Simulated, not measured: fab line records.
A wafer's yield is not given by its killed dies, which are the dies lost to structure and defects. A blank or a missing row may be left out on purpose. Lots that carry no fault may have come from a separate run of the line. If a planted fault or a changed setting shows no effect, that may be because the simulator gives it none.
Which tool did it? / flow gf180mcu / 39 wafers from 13 lots sampled at 6 of the route's 602 steps

## WHAT EACH GAUGE READ, for each wafer
GF_STI_THK_MEAS_02.
lot=L268; measured=day 1 12:09; on=film metro-01; STI_OXIDATION_THK (nm)=9.94 9.90 10.02
lot=L270; measured=day 1 21:32; on=film metro-04; STI_OXIDATION_THK (nm)=10.02 10.10 10.18
lot=L271; measured=day 2 03:20; on=film metro-04; STI_OXIDATION_THK (nm)=10.15 10.10 10.07
lot=L272; measured=day 2 07:31; on=film metro-03; STI_OXIDATION_THK (nm)=10.06 9.98 9.86
lot=L273; measured=day 2 12:40; on=film metro-01; STI_OXIDATION_THK (nm)=10.03 9.73 9.93
lot=L274; measured=day 2 18:50; on=film metro-03; STI_OXIDATION_THK (nm)=9.98 9.82 9.64
lot=L275; measured=day 2 22:32; on=film metro-01; STI_OXIDATION_THK (nm)=10.00 9.92 9.93
lot=L276; measured=day 3 06:26; on=film metro-04; STI_OXIDATION_THK (nm)=9.92 10.01 9.97
lot=L279; measured=day 3 19:37; on=film metro-01; STI_OXIDATION_THK (nm)=9.91 9.91 9.74
lot=L282; measured=day 4 10:55; on=film metro-03; STI_OXIDATION_THK (nm)=9.95 9.74 9.91
lot=L284; measured=day 4 19:31; on=film metro-01; STI_OXIDATION_THK (nm)=10.18 10.16 10.11
lot=L286; measured=day 5 05:31; on=film metro-04; STI_OXIDATION_THK (nm)=10.22 10.31 10.23
lot=L287; measured=day 5 10:44; on=film metro-04; STI_OXIDATION_THK (nm)=9.94 9.99 10.01

GF_STI_THK_MEAS_24.
lot=L268; measured=day 2 05:11; on=film metro-03; STI_CVD_23_THK (nm)=648 640 650
lot=L270; measured=day 2 14:41; on=film metro-04; STI_CVD_23_THK (nm)=642 647 652
lot=L271; measured=day 2 20:07; on=film metro-04; STI_CVD_23_THK (nm)=647 647 648
lot=L272; measured=day 3 01:05; on=film metro-04; STI_CVD_23_THK (nm)=644 647 650
lot=L273; measured=day 3 08:57; on=film metro-04; STI_CVD_23_THK (nm)=647 649 642
lot=L274; measured=day 3 14:22; on=film metro-03; STI_CVD_23_THK (nm)=646 642 637
lot=L275; measured=day 3 16:59; on=film metro-03; STI_CVD_23_THK (nm)=639 639 645
lot=L276; measured=day 3 23:09; on=film metro-03; STI_CVD_23_THK (nm)=650 634 650
lot=L279; measured=day 4 13:37; on=film metro-04; STI_CVD_23_THK (nm)=651 656 647
lot=L282; measured=day 5 04:58; on=film metro-01; STI_CVD_23_THK (nm)=642 650 646
lot=L284; measured=day 5 13:22; on=film metro-01; STI_CVD_23_THK (nm)=641 585 640
lot=L286; measured=day 5 23:41; on=film metro-03; STI_CVD_23_THK (nm)=594 584 646
lot=L287; measured=day 6 05:58; on=film metro-04; STI_CVD_23_THK (nm)=645 655 654

GF_STI_THK_MEAS_30.
lot=L268; measured=day 2 07:35; on=film metro-04; STI_OXIDATION_02_THK (nm)=9.94 9.81 9.97
lot=L270; measured=day 2 17:08; on=film metro-01; STI_OXIDATION_02_THK (nm)=10.12 9.96 10.12
lot=L271; measured=day 2 23:49; on=film metro-04; STI_OXIDATION_02_THK (nm)=10.16 10.25 10.38
lot=L272; measured=day 3 05:03; on=film metro-04; STI_OXIDATION_02_THK (nm)=9.68 9.82 9.76
lot=L273; measured=day 3 14:09; on=film metro-03; STI_OXIDATION_02_THK (nm)=10.12 9.83 9.71
lot=L274; measured=day 3 18:13; on=film metro-04; STI_OXIDATION_02_THK (nm)=9.84 9.80 9.89
lot=L275; measured=day 3 20:02; on=film metro-04; STI_OXIDATION_02_THK (nm)=9.77 9.78 9.76
lot=L276; measured=day 4 03:57; on=film metro-01; STI_OXIDATION_02_THK (nm)=9.86 9.86 9.82
lot=L279; measured=day 4 16:22; on=film metro-01; STI_OXIDATION_02_THK (nm)=10.44 10.39 10.36
lot=L282; measured=day 5 07:40; on=film metro-04; STI_OXIDATION_02_THK (nm)=10.19 10.17 9.98
lot=L284; measured=day 5 15:43; on=film metro-03; STI_OXIDATION_02_THK (nm)=9.80 10.11 9.85
lot=L286; measured=day 6 02:23; on=film metro-01; STI_OXIDATION_02_THK (nm)=9.97 10.08 9.90
lot=L287; measured=day 6 08:32; on=film metro-04; STI_OXIDATION_02_THK (nm)=9.84 9.83 9.93

GF_HV_LDD_TW_MEAS_23.
lot=L268; measured=day 10 15:39; on=film metro-02; HV_LDD_2_TW=1081 1077 1075
lot=L270; measured=day 11 05:50; on=film metro-01; HV_LDD_2_TW=1045 1041 1035
lot=L271; measured=day 11 17:47; on=film metro-02; HV_LDD_2_TW=1071 1065 1064
lot=L272; measured=day 12 03:36; on=film metro-02; HV_LDD_2_TW=1070 1076 1072
lot=L273; measured=day 12 14:28; on=film metro-01; HV_LDD_2_TW=1043 1042 1041
lot=L274; measured=day 12 20:40; on=film metro-01; HV_LDD_2_TW=1047 1045 1042
lot=L275; measured=day 13 02:05; on=film metro-03; HV_LDD_2_TW=1028 1030 1030
lot=L276; measured=day 13 15:58; on=film metro-02; HV_LDD_2_TW=1076 1073 1075
lot=L279; measured=day 14 06:16; on=film metro-03; HV_LDD_2_TW=1032 1036 1032
lot=L282; measured=day 15 07:32; on=film metro-03; HV_LDD_2_TW=1028 1031 1029
lot=L284; measured=day 15 19:26; on=film metro-02; HV_LDD_2_TW=1082 1074 1073
lot=L286; measured=day 16 08:47; on=film metro-02; HV_LDD_2_TW=1077 1077 1076
lot=L287; measured=day 16 18:44; on=film metro-03; HV_LDD_2_TW=1033 1032 1036

## WHICH TOOL RAN EACH LOT (tool, then ch and the chambers of the sampled wafers, then the start)
lot=L268; GF_STI_CVD_23=hdpcvd-02 ch 0,1, day 2 05:07; GF_STI_CMP_25=cmp-01 ch 1,2,3, day 2 05:21
lot=L270; GF_STI_CVD_23=hdpcvd-02 ch 0,2, day 2 14:35; GF_STI_CMP_25=cmp-02 ch 1,2, day 2 14:43
lot=L271; GF_STI_CVD_23=hdpcvd-01 ch 1,2, day 2 20:02; GF_STI_CMP_25=cmp-01 ch 0,1,2, day 2 20:16
lot=L272; GF_STI_CVD_23=hdpcvd-01 ch 1,2, day 3 01:01; GF_STI_CMP_25=cmp-02 ch 1,3, day 3 01:11
lot=L273; GF_STI_CVD_23=hdpcvd-01 ch 0,1, day 3 08:52; GF_STI_CMP_25=cmp-02 ch 0,1,3, day 3 09:00
lot=L274; GF_STI_CVD_23=hdpcvd-02 ch 0,1,2, day 3 14:18; GF_STI_CMP_25=cmp-02 ch 0,2,3, day 3 14:48
lot=L275; GF_STI_CVD_23=hdpcvd-02 ch 1,2, day 3 16:53; GF_STI_CMP_25=cmp-02 ch 0,1, day 3 17:02
lot=L276; GF_STI_CVD_23=hdpcvd-01 ch 0,2, day 3 23:04; GF_STI_CMP_25=cmp-02 ch 0,2,3, day 4 01:39
lot=L279; GF_STI_CVD_23=hdpcvd-01 ch 0,1,2, day 4 13:33; GF_STI_CMP_25=cmp-02 ch 0,2,3, day 4 14:04
lot=L282; GF_STI_CVD_23=hdpcvd-02 ch 0,2, day 5 04:53; GF_STI_CMP_25=cmp-02 ch 1,2, day 5 05:02
lot=L284; GF_STI_CVD_23=hdpcvd-02 ch 1,2, day 5 13:17; GF_STI_CMP_25=cmp-02 ch 0,1,2, day 5 13:31
lot=L286; GF_STI_CVD_23=hdpcvd-02 ch 1,2, day 5 23:37; GF_STI_CMP_25=cmp-02 ch 0,2,3, day 6 00:06
lot=L287; GF_STI_CVD_23=hdpcvd-01 ch 0,2, day 6 05:53; GF_STI_CMP_25=cmp-01 ch 0,1, day 6 06:15
- GF_STI_CVD_23: deposits SiO2, target thk 650 nm, time 108.3 s.
- GF_STI_CMP_25: polishes, stops on Si3N4, t overpolish 31.66 s, target thk 524.6 nm.

## WHAT THE TOOLS THEMSELVES READ (means of the sampled wafers that have a number; where no wafer has one, the mark that the record gives instead)
GF_STI_CMP_25.
lot=L268; tool=cmp-01; motor current A (A)=11.6; retaining ring pressure frac=0.998; time to endpoint s (s)=121.0
lot=L270; tool=cmp-02; motor current A (A)=13.4; retaining ring pressure frac=1.006; time to endpoint s (s)=124.8
lot=L271; tool=cmp-01; motor current A (A)=12.5; retaining ring pressure frac=0.999; time to endpoint s (s)=121.9
lot=L272; tool=cmp-02; motor current A (A)=12.4; retaining ring pressure frac=0.998; time to endpoint s (s)=120.9
lot=L273; tool=cmp-02; motor current A (A)=12.8; retaining ring pressure frac=0.998; time to endpoint s (s)=121.5
lot=L274; tool=cmp-02; motor current A (A)=12.5; retaining ring pressure frac=1.001; time to endpoint s (s)=123.8
lot=L275; tool=cmp-02; motor current A (A)=13.0; retaining ring pressure frac=0.998; time to endpoint s (s)=123.0
lot=L276; tool=cmp-02; motor current A (A)=12.6; retaining ring pressure frac=1.004; time to endpoint s (s)=118.9
lot=L279; tool=cmp-02; motor current A (A)=13.0; retaining ring pressure frac=0.999; time to endpoint s (s)=122.3
lot=L282; tool=cmp-02; motor current A (A)=13.1; retaining ring pressure frac=1.001; time to endpoint s (s)=123.3
lot=L284; tool=cmp-02; motor current A (A)=12.9; retaining ring pressure frac=0.996; time to endpoint s (s)=118.8
lot=L286; tool=cmp-02; motor current A (A)=12.6; retaining ring pressure frac=1.001; time to endpoint s (s)=116.8
lot=L287; tool=cmp-01; motor current A (A)=12.4; retaining ring pressure frac=1.001; time to endpoint s (s)=124.5

## THE ANSWER, worked out from the rows above alone
Rule: the usual values come from the lots themselves. Put in order of their means at a reading, lots are off if they are a third of the lots or fewer, leave a main group of 4 or more, and stand apart from it by a gap of 3 or more times the standard deviation of the main group's means; of several such gaps the widest counts. The tables above print the reading to a certain number of digits; a main group whose means all agree to those digits is not used. Also off: a lot with no number at a reading for which 4 or more lots have one. Any other lot the step has rows for is counted as sound. Order of review: gauges by route order, followed by the tools' own readings, for which a lot's mean as printed above is used. The first step at which some lot is off is used, and at that step the reading that is off furthest; a lot without a number counts as furthest.
Off: at GF_STI_THK_MEAS_24 (STI_CVD_23_THK), L284, L286. Main group: mean 646 nm, sd 3.1.
If a tool, at a process step before that reading, ran all the lots that are off and no sound lot after the first of them, it fits. Gauges at GF_STI_THK_MEAS_24: tried the same way as those tools. One fits: hdpcvd-02 at GF_STI_CVD_23. Its last sound lot is L282 (day 5 04:53), its first lot that is off L284 (day 5 13:17): a fault that began between those two fits.

## WHAT THE SIMULATOR HAD INSERTED
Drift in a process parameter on hdpcvd-02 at GF_STI_CVD_23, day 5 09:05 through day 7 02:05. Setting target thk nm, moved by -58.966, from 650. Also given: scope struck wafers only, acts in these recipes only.
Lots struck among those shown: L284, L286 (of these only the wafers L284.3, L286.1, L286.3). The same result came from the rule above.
